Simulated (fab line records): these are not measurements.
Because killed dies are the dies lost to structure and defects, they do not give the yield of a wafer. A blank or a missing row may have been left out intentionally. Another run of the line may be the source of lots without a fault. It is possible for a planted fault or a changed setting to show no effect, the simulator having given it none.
A struck lot beside a sound one -- flow sky130 -- 21 steps out of a route of 708
Sound: wafers L561.1, L561.2, L561.3. Wafers struck: L556.3, L556.4, L556.6. Last of all comes the cause.
Per side, at each step with rows, come the tool, then ch with its chambers, and then its first start. Under that, the readings that differ: sound wafers -- struck wafers -- difference of the means -- sigmas: that difference in standard deviations of wafers without a fault.
alike: readings whose means differ by less than 2 such deviations, and words and numbers that are the same on both sides. not compared: withheld readings, readings that some wafer has no value for, bounds like >300 that may hide the same value, and numbers for which the record gives no deviation and whose values overlap.
Wherever a step has rows on one side only, a row that says differs or no value, or a row with sigmas, the two part there. When numbers do not overlap yet have no deviation, they are printed without sigmas and do not part them. A reading missing from all wafers of one side parts the sides only when that side holds two or more wafers.

SKY_POLY_GATE_CD_MEAS_22:
  sound: cd-sem-02 at day 19 14:23; struck: cd-sem-01 at day 17 19:01
  alike: cd-nm
then, 7 steps without rows for these wafers: SKY_LDD_N_DEHYDRATE_00 (time 60 s); SKY_LDD_N_HMDS_01 (prime time 60 s); SKY_LDD_N_COAT_02 (resist thk 300 nm); SKY_LDD_N_SOFTBAKE_03 (time 60 s); SKY_LDD_N_EXPOSE_04 (exposes mask NTM, target cd 840 nm); SKY_LDD_N_PEB_05; SKY_LDD_N_DEVELOP_06 (develop time 60 s).
SKY_LDD_N_OVL_MEAS_07:
  sound: overlay-01 at day 20 20:49; struck: overlay-02 at day 19 00:56
  alike: LDD_N_OVL
then, 3 steps without rows for these wafers: SKY_LDD_N_IMPLANT_08; SKY_LDD_N_IMPLANT_09; SKY_LDD_N_IMPLANT_10.
SKY_LDD_N_IMPLANT_11:
  sound on implanter-03 ch 0, day 20 21:19; struck on implanter-04 ch 0, day 19 01:46
  alike: faraday-current-uA
then, 4 steps without rows for these wafers: SKY_LDD_N_IMPLANT_12; SKY_LDD_N_IMPLANT_13; SKY_LDD_N_IMPLANT_14; SKY_LDD_N_IMPLANT_15.
SKY_LDD_N_STRIP_16: strips in O2/N2.
  sound on plasma-asher-01 ch 0,1, day 20 22:04; struck on plasma-asher-04 ch 0,1, day 19 02:30
reading,sound,struck,difference,sigmas
strip-time-to-endpoint-s (s),4.302 4.327 4.314,4.524 4.520 4.502,+0.201,+13
  alike: drypump-motor-current-A, o2-flow-sccm, oes-product-au
  not compared: rf-hours-counter-h
SKY_LDD_N_TW_MEAS_17:
  sound: film-metro-01 at day 20 22:10; struck: film-metro-03 at day 19 02:35
reading,sound,struck,difference,sigmas
LDD_N_TW,2601 2598 2595,2702 2698 2689,+98,+6
then, 1 step without rows for these wafers: SKY_LDD_P_DEHYDRATE_00 (time 60 s).
-- the record jumps here: 28 days lie between the struck wafers' starts before and after (it left off in module LDD_P and takes up again in module PAD_OPEN, whose first step shown is number 708 of the route) --
SKY_PAD_OPEN_PROBE_99:
  sound: prober-02 at day 47 22:59; struck: prober-02 at day 46 22:35
reading,sound,struck,difference,sigmas
model.etest.tip-n.rs-ohm-sq,444.3 441.1 441.6,387.7 387.2 388.1,-54.7,
model.etest.nfet_01v8_lvt.vt-sat-v (V),0.5487 0.5544 0.5524,0.5009 0.5065 0.507,-0.0470,
model.etest.nfet_01v8_turned.vt-sat-v (V),0.6589 0.66 0.6619,0.6196 0.6211 0.6241,-0.0387,
model.etest.nfet_01v8.vt-sat-v (V),0.6569 0.6576 0.6606,0.6197 0.6198 0.6189,-0.0389,
  alike: killed_at_M0_to_M3, killed_at_M4_up, killed-at-contacts, killed-at-front-end, killed-at-other, killed-dies, killed-open, killed-short

WHERE THEY PART
Earliest at SKY_LDD_N_STRIP_16; latest, in this record, at SKY_LDD_N_TW_MEAS_17. Later steps at which nothing parts them and some readings are alike: SKY_PAD_OPEN_PROBE_99.

WHY: whatever the simulator had introduced
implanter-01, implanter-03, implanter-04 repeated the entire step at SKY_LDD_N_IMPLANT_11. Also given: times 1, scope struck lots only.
